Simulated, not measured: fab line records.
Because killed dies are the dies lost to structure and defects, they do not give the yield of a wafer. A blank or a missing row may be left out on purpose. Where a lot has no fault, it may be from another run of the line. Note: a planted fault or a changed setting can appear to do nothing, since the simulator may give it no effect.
Which of the tools did it? | flow gf180mcu | Sampling: 14 lots, 42 wafers, 3 of 602 route steps

WHAT THE GAUGES SHOWED, per wafer
GF_V2_RS_MEAS_24: the measuring method here is four-point-probe. Usual: for V2_W_RS the level is 0.329 ohm/sq and the standard deviation is 0.0057.
lot  | measured     | on            | V2_W_RS (ohm/sq)  | flag
L158 | day 21 06:18 | film-metro-01 | 0.327 0.325 0.329 |
L160 | day 21 21:51 | film-metro-01 | 0.335 0.332 0.333 |
L161 | day 22 06:44 | film-metro-04 | 0.336 0.328 0.335 |
L163 | day 23 11:37 | film-metro-03 | 0.337 0.324 0.338 |
L164 | day 23 15:17 | film-metro-01 | 0.322 0.321 0.335 |
L165 | day 23 20:57 | film-metro-03 | 0.324 0.327 0.332 |
L166 | day 24 05:35 | film-metro-03 | 0.335 0.323 0.335 |
L167 | day 24 08:49 | film-metro-03 | 0.327 0.341 0.330 |
L168 | day 24 17:31 | film-metro-04 | 0.332 0.335 0.344 |
L171 | day 25 19:58 | film-metro-03 | 0.335 0.333 0.325 |
L175 | day 26 22:58 | film-metro-04 | 0.323 0.327 0.334 |
L177 | day 27 13:50 | film-metro-04 | 0.333 0.325 0.334 |
L178 | day 27 22:04 | film-metro-04 | 0.330 0.325 0.327 |
L179 | day 28 04:37 | film-metro-03 | 0.325 0.334 0.325 |

WHAT TOOL EACH LOT RAN ON (gives the tool, then ch and the chambers of the sampled wafers, and finally the start)
lot  | GF_VT_IMPLANT_DEVELOP_17          | GF_CONTACT_STRIP_18
L158 | litho-track-04 ch 0, day 6 19:07  | plasma-asher-03 ch 0,1, day 16 23:07
L160 | litho-track-01 ch 0, day 7 05:19  | plasma-asher-03 ch 0,1, day 17 14:40
L161 | litho-track-01 ch 0, day 7 12:39  | plasma-asher-01 ch 0,1, day 17 23:26
L163 | litho-track-04 ch 0, day 8 11:36  | plasma-asher-01 ch 0,1, day 19 05:20
L164 | litho-track-04 ch 0, day 8 12:39  | plasma-asher-03 ch 0,1, day 19 09:16
L165 | litho-track-04 ch 0, day 8 16:28  | plasma-asher-04 ch 0,1, day 19 16:41
L166 | litho-track-04 ch 0, day 8 23:13  | plasma-asher-03 ch 0,1, day 20 01:23
L167 | litho-track-03 ch 0, day 9 01:09  | plasma-asher-03 ch 0,1, day 20 05:40
L168 | litho-track-03 ch 0, day 9 10:36  | plasma-asher-01 ch 0,1, day 20 13:01
L171 | litho-track-01 ch 0, day 10 08:16 | plasma-asher-04 ch 0,1, day 21 19:26
L175 | litho-track-01 ch 0, day 11 09:02 | plasma-asher-03 ch 0,1, day 23 02:02
L177 | litho-track-01 ch 0, day 11 19:35 | plasma-asher-04 ch 0,1, day 23 17:11
L178 | litho-track-01 ch 0, day 12 01:38 | plasma-asher-01 ch 0,1, day 24 03:02
L179 | litho-track-01 ch 0, day 12 10:10 | plasma-asher-04 ch 0, day 24 11:02
- GF_VT_IMPLANT_DEVELOP_17: develop time 60 s.
- GF_CONTACT_STRIP_18: strips in O2/N2.

AS READ BY THE TOOLS THEMSELVES (means over the sampled wafers that have a number; for cases with no such wafer, the mark the record gives instead)
GF_VT_IMPLANT_DEVELOP_17. Usual: developer-temp-C 23.02 C, standard deviation 0.093.
lot  | tool           | developer-temp-C (C) | flag
L158 | litho-track-04 | 23.13                |
L160 | litho-track-01 | 23.05                |
L161 | litho-track-01 | 23.02                |
L163 | litho-track-04 | 23.02                |
L164 | litho-track-04 | 22.93                |
L165 | litho-track-04 | 22.14                | OFF
L166 | litho-track-04 | 22.19                | OFF
L167 | litho-track-03 | 23.09                |
L168 | litho-track-03 | 22.92                |
L171 | litho-track-01 | 22.96                |
L175 | litho-track-01 | 23.05                |
L177 | litho-track-01 | 23.13                |
L178 | litho-track-01 | 23.04                |
L179 | litho-track-01 | 23.04                |

GF_CONTACT_STRIP_18. Usual: drypump-motor-current-A 5.7 A, standard deviation 0.59; heater-power-w 342 W, standard deviation 32; o2-flow-sccm 3001 sccm, standard deviation 8.6; oes-product-au 0.580 a.u., standard deviation 0.0051.
lot  | tool            | drypump-motor-current-A (A) | heater-power-w (W) | o2-flow-sccm (sccm) | oes-product-au (a.u.) | flag
L158 | plasma-asher-03 | 5.6                         | 319                | 2999                | 0.578                 |
L160 | plasma-asher-03 | 5.6                         | 344                | 2996                | 0.580                 |
L161 | plasma-asher-01 | 6.1                         | 364                | 2993                | 0.581                 |
L163 | plasma-asher-01 | 5.7                         | 366                | 2993                | 0.574                 |
L164 | plasma-asher-03 | 5.6                         | 341                | 3006                | 0.579                 |
L165 | plasma-asher-04 | 6.0                         | 327                | 2998                | 0.577                 |
L166 | plasma-asher-03 | 5.5                         | 317                | 3002                | 0.584                 |
L167 | plasma-asher-03 | 5.6                         | 315                | 2997                | 0.581                 |
L168 | plasma-asher-01 | 6.1                         | 364                | 3003                | 0.583                 |
L171 | plasma-asher-04 | 5.5                         | 339                | 2993                | 0.580                 |
L175 | plasma-asher-03 | 5.5                         | 343                | 2999                | 0.581                 |
L177 | plasma-asher-04 | 6.0                         | 325                | 3004                | 0.586                 |
L178 | plasma-asher-01 | 5.7                         | 361                | 3016                | 0.581                 |
L179 | plasma-asher-04 | 4.9                         | 351                | 2997                | 0.580                 |

THE ANSWER, worked out from the rows above alone
Rule: a lot counts as off when the mean over its wafers that have a number is more than 3 standard deviations away from the usual mean. Also off: a lot with no number at a reading for which 4 or more lots have one. All remaining lots with rows at the step are treated as sound. After the gauges, taken in route order, come the tools' own readings; for these a lot's mean is taken, as printed above. At the first step where some lot is off, the reading lying furthest off is the one used; lots without a number count as furthest.
Off, at GF_VT_IMPLANT_DEVELOP_17 on developer-temp-C: L165, L166.
If a tool, at that step or one of the process steps before it, ran each lot that is off and ran no sound lot following the first of them, it fits. One fits: litho-track-04 at GF_VT_IMPLANT_DEVELOP_17. Its last sound lot is L164 (day 8 12:39), its first lot that is off L165 (day 8 16:28): a fault that began between those two fits.
On the lots that are off, the tool's own readings at GF_VT_IMPLANT_DEVELOP_17 differ by more than 5 times the standard deviation of the sound lots' means, which bears it out; developer-temp-C reads 22.16 C there versus 23.03 C on the sound lots.

WHAT HAD BEEN PUT IN BY THE SIMULATOR
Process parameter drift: litho-track-04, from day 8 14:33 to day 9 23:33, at GF_VT_IMPLANT_DEVELOP_17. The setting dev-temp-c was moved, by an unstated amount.
Shown lots that were struck: L165, L166. This agrees with what the rule above found.
